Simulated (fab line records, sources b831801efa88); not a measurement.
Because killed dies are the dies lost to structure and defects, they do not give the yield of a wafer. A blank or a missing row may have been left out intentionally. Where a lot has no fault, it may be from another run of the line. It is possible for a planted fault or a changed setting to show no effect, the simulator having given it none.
Matching of chambers / flow sky130 / SKY_CAP2M_CVD_00 on pecvd-03: 3 sister chambers
The step deposits SiO2, target thk 15.5 nm. 3 wafers are shown with their chamber, then 12 later ones without.

WAFERS WITH THEIR CHAMBER
wafer=L088.1; chamber=2; susceptorTempC (C)=399.74
wafer=L092.2; chamber=0; susceptorTempC (C)=399.98
wafer=L092.5; chamber=1; susceptorTempC (C)=400.12

WAFERS WITH NO CHAMBER GIVEN
wafer=L093.2; susceptorTempC (C)=399.69
wafer=L093.3; susceptorTempC (C)=400.07
wafer=L093.6; susceptorTempC (C)=399.85
wafer=L095.2; susceptorTempC (C)=399.95
wafer=L095.3; susceptorTempC (C)=399.78
wafer=L095.6; susceptorTempC (C)=400.17
wafer=L096.1; susceptorTempC (C)=400.40
wafer=L096.3; susceptorTempC (C)=399.92
wafer=L096.6; susceptorTempC (C)=400.04
wafer=L097.2; susceptorTempC (C)=399.78
wafer=L097.3; susceptorTempC (C)=399.37
wafer=L097.4; susceptorTempC (C)=400.01

WHICH CHAMBER EACH ONE RAN IN
wafer=L093.2; from the rows above=can't be placed: 2 or 0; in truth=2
wafer=L093.3; from the rows above=can't be placed: 1 or 0 or 2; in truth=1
wafer=L093.6; from the rows above=can't be placed: 2 or 0 or 1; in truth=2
wafer=L095.2; from the rows above=can't be placed: 0 or 1 or 2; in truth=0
wafer=L095.3; from the rows above=can't be placed: 2 or 0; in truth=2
wafer=L095.6; from the rows above=can't be placed: 1 or 0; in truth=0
wafer=L096.1; from the rows above=can't be placed: 1 or 0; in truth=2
wafer=L096.3; from the rows above=can't be placed: 0 or 2 or 1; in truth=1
wafer=L096.6; from the rows above=can't be placed: 0 or 1 or 2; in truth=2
wafer=L097.2; from the rows above=can't be placed: 2 or 0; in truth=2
wafer=L097.3; from the rows above=can't be placed: 2 or 0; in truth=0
wafer=L097.4; from the rows above=can't be placed: 0 or 1 or 2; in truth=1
0 of 12 placed correctly. From these rows, 12 cannot be placed; in 11 the true chamber is one of the candidates. Wrongly placed: 0.
How it was worked out, from the rows above alone: a wafer's distance from a chamber is the root of the sum, over the readings, of the square of ((its reading less the chamber's mean) divided by the reading's scatter). The wafer belongs to the nearest chamber; if the next one is less than 2 further off, it can't be placed. A chamber's mean is the mean of its shown wafers. The scatter (one wafer shown for each chamber): square how far every hidden wafer sits from the nearest shown wafer, average those squares and take the square root.
